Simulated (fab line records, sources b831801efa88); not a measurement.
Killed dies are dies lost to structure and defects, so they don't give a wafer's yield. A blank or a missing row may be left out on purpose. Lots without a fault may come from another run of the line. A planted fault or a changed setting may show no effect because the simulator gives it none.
Which tool did it? | flow sky130 | 12 lots, 36 wafers sampled, at 3 steps of a route of 708

WHAT THE GAUGES READ, wafer by wafer
SKY_METAL2_CD_MEAS_15: target cd 140 nm.
lot  | measured     | on        | cd_nm (nm)
L075 | day 36 07:08 | cd_sem-02 | 139.1 137.4 138.3
L077 | day 36 08:19 | cd_sem-01 | 141.7 141.6 140.6
L078 | day 36 14:05 | cd_sem-02 | 140.0 140.4 139.9
L081 | day 37 11:34 | cd_sem-02 | 139.6 139.2 138.0
L084 | day 38 00:19 | cd_sem-02 | 140.7 140.2 139.8
L085 | day 38 06:07 | cd_sem-02 | 138.1 140.3 138.6
L087 | day 39 07:48 | cd_sem-02 | 141.3 140.9 140.5
L089 | day 39 17:56 | cd_sem-01 | 140.1 141.1 141.6
L091 | day 40 06:36 | cd_sem-01 | 139.7 139.8 140.0
L093 | day 41 01:25 | cd_sem-02 | 142.2 142.1 142.9
L095 | day 42 05:22 | cd_sem-01 | 136.0 137.8 136.6
L096 | day 43 06:16 | cd_sem-01 | 141.0 142.5 142.3

WHICH TOOL RAN EACH LOT (tool, then ch and the chambers of the sampled wafers, then the start)
lot  | SKY_METAL2_SPUTTER_00        | SKY_METAL2_SPUTTER_03
L075 | pvd_sputter-03, day 35 04:33 | pvd_sputter-03, day 35 04:37
L077 | pvd_sputter-04, day 35 05:39 | pvd_sputter-04, day 35 05:43
L078 | pvd_sputter-04, day 35 11:29 | pvd_sputter-04, day 35 11:34
L081 | pvd_sputter-04, day 36 08:53 | pvd_sputter-04, day 36 08:58
L084 | pvd_sputter-04, day 36 22:32 | pvd_sputter-04, day 36 22:37
L085 | pvd_sputter-04, day 37 04:01 | pvd_sputter-04, day 37 04:05
L087 | pvd_sputter-03, day 38 06:58 | pvd_sputter-03, day 38 07:02
L089 | pvd_sputter-04, day 38 16:47 | pvd_sputter-04, day 38 16:51
L091 | pvd_sputter-03, day 39 06:29 | pvd_sputter-03, day 39 06:33
L093 | pvd_sputter-04, day 40 01:05 | pvd_sputter-04, day 40 01:10
L095 | pvd_sputter-04, day 41 06:19 | pvd_sputter-04, day 41 06:23
L096 | pvd_sputter-02, day 42 07:41 | pvd_sputter-02, day 42 07:46
- SKY_METAL2_SPUTTER_00: material Ti, target thk 15 nm, time 10 s.
- SKY_METAL2_SPUTTER_03: material Ti, target thk 5 nm, time 3.3 s.

THE ANSWER, worked out from the rows above alone
Rule: what is usual is taken from the lots themselves. Put in order of their means at a reading, lots are off if they are a third of the lots or fewer, leave a main group of 4 or more, and stand apart from it by a gap of 3 or more times the standard deviation of the main group's means; of several such gaps the widest counts. A main group whose means are all the same, to the digits that the tables above print for the reading, isn't used. A lot without any number at a reading at which 4 lots or more have one is off too. The other lots that the step has rows for count as sound.
No lot is off at any reading shown: from this, nothing can be told.

WHAT THE SIMULATOR HAD PUT IN
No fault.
